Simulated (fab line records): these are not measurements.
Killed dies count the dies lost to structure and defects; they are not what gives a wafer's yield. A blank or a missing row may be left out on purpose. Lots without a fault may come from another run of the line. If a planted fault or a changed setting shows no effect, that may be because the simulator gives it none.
fab line records	flow gf180mcu	part 2 of 2: steps 26 to 35 of 35
record lots=5	wafers=15	last-day=34
route steps=602 shown HV_LDD@209 NSD@235
lots that met no fault: from a run of the same line without faults
start-h: the number of hours between the record's first day and the start of the first shown wafer of the lot	wait-h: hours since the lot's step before	" identical to the entry in the row above	L1.1+2: a single row standing in for several wafers	- no value, or no start was given	* or withheld: withheld	< > ~ a bound
route shown NAME@n: names a module that has steps shown in the file, with the first one's number in the route	usual: mean/standard deviation taken from wafers without a fault	same: alike in all rows	chamber/n: place in a boat	sites: per-site readings	_std_site: their standard deviation	_edge_site: mean of outer sites minus mean of inner sites	radius-mm: for every site, how far away it sits from the centre of the wafer	mask NAME#n: copy n	behind: tool/chamber where the wafer was last shaped	hold: what put the lot on hold/how long, in hours/how the hold closed	device: the transistor (n, p or np) that didn't switch	end of line: the same wafers' tests at the end of the route	where a step has no rows: the recipe by itself	killed: dies that structure and defects cost at the first sort, which is not the same as the wafer's yield	map: dies across one wafer; x = killed, . = not, _ = none there
set.NAME: the run value of the setting; set.NAME@STEP: its run value at that earlier step	model.NAME: the simulator's own value behind a step, which no gauge read
lots at some steps of the route; a table a step, a row a wafer
services: a tool's chamber out of use, with start hour (start-h, from the record's first day; less than 0 if before it), hours out, and reason
## steps
# step GF_HV_LDD_ETCHBACK_58
# recipe chemistry=CH3F/O2	target=Si3N4	stop-on=SiO2	source-w=400	bias-w=80	pressure-mtorr=25	ch3f-flow-sccm=40	O2_flow_sccm=30	time-s=100	target-depth-a=900
# usual drypump-motor-current-A=5.5/0.48	oes-product-au=0.842/0.0062	throttle-valve-pct=10.559/0.0089
lot.wafer	tool	chamber	start-h	wait-h	drypump-motor-current-A	oes-product-au	rf-hours-counter-h	throttle-valve-pct
L079.2	rie-diel-01	3	332.01	0.0	5.0	0.846	9	10.546
L079.3	"	1	"	"	5.8	0.845	72	10.544
L079.6	"	3	"	"	5.0	0.845	-	10.564
L081.1	rie-diel-02	1	335.68	0.1	5.9	0.841	6	10.572
L081.2	"	0	"	"	6.0	0.844	45	10.545
L081.4	"	3	"	"	5.0	0.844	17	10.558
L082.1	rie-diel-02	0	349.40	0.1	6.0	0.830	45	10.564
L082.2	"	2	"	"	5.3	0.831	76	10.572
L082.6	"	3	"	"	5.0	0.836	-	10.556
L089.3	rie-diel-01	2	407.00	0.0	5.4	0.850	2	10.569
L089.4	"	0	"	"	6.7	0.848	35	10.556
L089.5	"	2	"	"	5.4	0.848	-	10.569
L097.2	rie-diel-01	3	461.65	0.0	5.0	0.848	12	10.564
L097.3	"	0	"	"	6.7	0.840	37	10.552
L097.5	"	3	"	"	5.0	0.841	-	10.548
# step GF_NSD_DEHYDRATE_00
# recipe temp-c=200	time-s=60
# usual chill-plate-temp-C=22.96/0.11	plate-temp-C=199.96/0.18
lot.wafer	tool	chamber	start-h	wait-h	chill-plate-temp-C	plate-temp-C
L079.2	litho-track-03	0	341.65	9.6	22.86	199.63
L079.3	"	0	"	"	22.88	199.90
L079.6	"	0	"	"	22.97	199.93
L081.1	litho-track-03	0	346.33	10.6	23.06	199.99
L081.2	"	0	"	"	22.99	200.08
L081.4	"	0	"	"	22.93	199.83
L082.1	litho-track-03	0	358.93	9.5	22.89	200.24
L082.2	"	0	"	"	22.97	199.77
L082.6	"	0	"	"	22.90	199.88
L089.3	litho-track-03	0	418.83	11.8	22.97	199.90
L089.4	"	0	"	"	22.83	199.51
L089.5	"	0	"	"	22.92	199.75
L097.2	litho-track-02	0	473.40	11.7	22.92	200.08
L097.3	"	0	"	"	22.87	199.82
L097.5	"	0	"	"	22.85	199.94
# step GF_NSD_HMDS_01
# recipe prime-time-s=60	prime-temp-c=120
# usual chill-plate-temp-C=23.00/0.12
lot.wafer	tool	chamber	start-h	wait-h	chill-plate-temp-C
L079.2	litho-track-03	0	341.80	0.1	23.04
L079.3	"	0	"	"	23.02
L079.6	"	0	"	"	22.89
L081.1	litho-track-03	0	346.48	0.1	22.94
L081.2	"	0	"	"	22.90
L081.4	"	0	"	"	22.90
L082.1	litho-track-03	0	359.08	0.1	23.16
L082.2	"	0	"	"	23.14
L082.6	"	0	"	"	23.07
L089.3	litho-track-03	0	418.98	0.1	23.07
L089.4	"	0	"	"	23.00
L089.5	"	0	"	"	22.95
L097.2	litho-track-02	0	473.55	0.1	23.09
L097.3	"	0	"	"	23.06
L097.5	"	0	"	"	23.00
# step GF_NSD_COAT_02
# recipe resist=NOVOLAK	spin-rpm=3000	resist-thk-nm=1000
# usual chill-plate-temp-C=23.02/0.098	spin-speed-rpm=3000.0/2
lot.wafer	tool	chamber	start-h	wait-h	chill-plate-temp-C	spin-speed-rpm
L079.2	litho-track-03	0	341.95	0.1	23.10	3003.2
L079.3	"	0	"	"	23.09	2999.1
L079.6	"	0	"	"	22.97	3001.4
L081.1	litho-track-03	0	346.63	0.1	23.07	2994.2
L081.2	"	0	"	"	23.02	2995.1
L081.4	"	0	"	"	22.99	3000.2
L082.1	litho-track-03	0	359.23	0.1	23.02	2998.1
L082.2	"	0	"	"	23.04	2994.2
L082.6	"	0	"	"	23.08	2997.5
L089.3	litho-track-03	0	419.13	0.1	23.03	3001.6
L089.4	"	0	"	"	23.09	3002.6
L089.5	"	0	"	"	23.15	3003.0
L097.2	litho-track-02	0	473.70	0.1	22.93	2999.2
L097.3	"	0	"	"	23.26	3002.4
L097.5	"	0	"	"	23.03	3000.9
# step GF_NSD_SOFTBAKE_03
# recipe temp-c=90	time-s=60	resist=NOVOLAK
# usual chill-plate-temp-C=23.01/0.11	plate-temp-C=90.02/0.13
lot.wafer	tool	chamber	start-h	wait-h	chill-plate-temp-C	plate-temp-C
L079.2	litho-track-03	0	342.10	0.1	23.00	89.97
L079.3	"	0	"	"	23.06	90.09
L079.6	"	0	"	"	22.91	90.00
L081.1	litho-track-03	0	346.78	0.1	23.04	89.79
L081.2	"	0	"	"	22.98	89.60
L081.4	"	0	"	"	22.97	89.97
L082.1	litho-track-03	0	359.38	0.1	22.93	90.09
L082.2	"	0	"	"	22.96	89.95
L082.6	"	0	"	"	23.05	89.88
L089.3	litho-track-03	0	419.28	0.1	23.03	89.86
L089.4	"	0	"	"	23.07	89.94
L089.5	"	0	"	"	23.26	90.00
L097.2	litho-track-02	0	473.85	0.1	23.13	89.90
L097.3	"	0	"	"	23.24	89.95
L097.5	"	0	"	"	22.97	89.95
# step GF_NSD_EXPOSE_04
# recipe mask-id=Nplus	target-cd-nm=400	na=0.6	source-shape=conventional	sigma-outer=0.6	dose-mj=140
# usual focus-offset-nm=-0.1/0.53
lot.wafer	tool	chamber	start-h	wait-h	mask	focus-offset-nm
L079.2	iline-stepper-02	0	-	-	Nplus#0	-0.3
L079.3	"	0	"	"	Nplus#0	-0.5
L079.6	"	0	"	"	Nplus#0	-0.2
L081.1	iline-stepper-02	0	-	-	Nplus#0	-0.9
L081.2	"	0	"	"	Nplus#0	0.4
L081.4	"	0	"	"	Nplus#0	-0.8
L082.1	iline-stepper-01	0	-	-	Nplus#0	0.9
L082.2	"	0	"	"	Nplus#0	-0.2
L082.6	"	0	"	"	Nplus#0	0.3
L089.3	iline-stepper-02	0	-	-	Nplus#0	-0.3
L089.4	"	0	"	"	Nplus#0	0.0
L089.5	"	0	"	"	Nplus#0	0.0
L097.2	iline-stepper-01	0	-	-	Nplus#0	0.8
L097.3	"	0	"	"	Nplus#0	-1.3
L097.5	"	0	"	"	Nplus#0	-0.1
# step GF_NSD_PEB_05
# recipe temp-c=withheld	time-s=*	resist=NOVOLAK
# usual chill-plate-temp-C=*
lot.wafer	tool	chamber	start-h	wait-h	chill-plate-temp-C
L079.2	litho-track-03	0	-	-	*
L079.3	"	0	"	"	*
L079.6	"	0	"	"	*
L081.1	litho-track-03	0	-	-	*
L081.2	"	0	"	"	*
L081.4	"	0	"	"	*
L082.1	litho-track-01	0	-	-	*
L082.2	"	0	"	"	*
L082.6	"	0	"	"	*
L089.3	litho-track-01	0	-	-	*
L089.4	"	0	"	"	*
L089.5	"	0	"	"	*
L097.2	litho-track-02	0	-	-	*
L097.3	"	0	"	"	*
L097.5	"	0	"	"	*
# step GF_NSD_DEVELOP_06
# recipe develop-time-s=60	dev-temp-c=23
# usual chill-plate-temp-C=22.97/0.1
lot.wafer	tool	chamber	start-h	wait-h	chill-plate-temp-C
L079.2	litho-track-03	0	352.90	0.1	22.88
L079.3	"	0	"	"	22.67
L079.6	"	0	"	"	23.05
L081.1	litho-track-03	0	357.18	0.1	23.03
L081.2	"	0	"	"	23.07
L081.4	"	0	"	"	23.03
L082.1	litho-track-01	0	371.07	0.1	22.95
L082.2	"	0	"	"	22.96
L082.6	"	0	"	"	23.08
L089.3	litho-track-01	0	431.02	0.1	22.76
L089.4	"	0	"	"	22.84
L089.5	"	0	"	"	23.01
L097.2	litho-track-02	0	485.55	0.1	22.75
L097.3	"	0	"	"	22.99
L097.5	"	0	"	"	22.95
# step GF_NSD_CD_MEAS_07
# recipe target-cd-nm=400
# usual cd-nm=400.2/2
lot.wafer	tool	chamber	start-h	wait-h	cd-nm
L079.2	cd-sem-02	-	353.05	0.1	401.6
L079.3	"	-	"	"	400.4
L079.6	"	-	"	"	401.0
L081.1	cd-sem-02	-	357.33	0.1	399.2
L081.2	"	-	"	"	398.9
L081.4	"	-	"	"	399.7
L082.1	cd-sem-01	-	371.22	0.1	402.6
L082.2	"	-	"	"	400.1
L082.6	"	-	"	"	402.3
L089.3	cd-sem-02	-	431.16	0.1	400.4
L089.4	"	-	"	"	398.6
L089.5	"	-	"	"	400.5
L097.2	cd-sem-01	-	485.69	0.1	402.6
L097.3	"	-	"	"	399.7
L097.5	"	-	"	"	402.2
# step GF_NSD_OVL_MEAS_08
# usual NSD_OVL=-1.4/1.2
lot.wafer	tool	chamber	start-h	wait-h	NSD_OVL[nm]
L079.2	overlay-01	-	353.15	0.1	-2.6
L079.3	"	-	"	"	-1.3
L079.6	"	-	"	"	-0.3
L081.1	overlay-02	-	357.45	0.1	-1.9
L081.2	"	-	"	"	-0.2
L081.4	"	-	"	"	-0.8
L082.1	overlay-01	-	371.34	0.1	-1.3
L082.2	"	-	"	"	-3.3
L082.6	"	-	"	"	-1.5
L089.3	overlay-02	-	431.26	0.1	-3.3
L089.4	"	-	"	"	-1.5
L089.5	"	-	"	"	-1.1
L097.2	overlay-02	-	485.80	0.1	-1.2
L097.3	"	-	"	"	-0.4
L097.5	"	-	"	"	0.0
## services
tool	chamber	start-h	hours	kind
plasma-asher-01	-	288.86	2.5	repair
iline-stepper-02	-	290.21	0.9	repair
plasma-asher-01	-	290.71	7.6	repair
iline-stepper-01	-	292.37	1.7	pm
implanter-02	-	292.56	4.2	pm
implanter-02	-	304.65	0.8	repair
rie-diel-01	2	313.23	5.8	repair
implanter-04	-	317.85	3.1	repair
iline-stepper-01	-	345.04	0.8	repair
plasma-asher-01	-	355.91	0.4	repair
rie-diel-01	-	362.92	9.0	repair
iline-stepper-01	-	370.96	17.4	repair
plasma-asher-01	-	377.50	1.4	repair
lpcvd-01	-	384.53	4.3	pm
iline-stepper-02	-	398.26	4.4	pm
plasma-asher-04	-	421.25	9.0	pm
rie-diel-01	2	432.60	12.9	repair
implanter-04	-	435.13	2.2	repair
rie-diel-01	0	435.53	2.2	repair
implanter-04	-	445.90	2.7	repair
implanter-01	-	458.54	3.6	repair
implanter-01	-	462.55	3.6	pm
implanter-04	-	469.95	1.7	repair
iline-stepper-02	-	472.86	1.7	pm
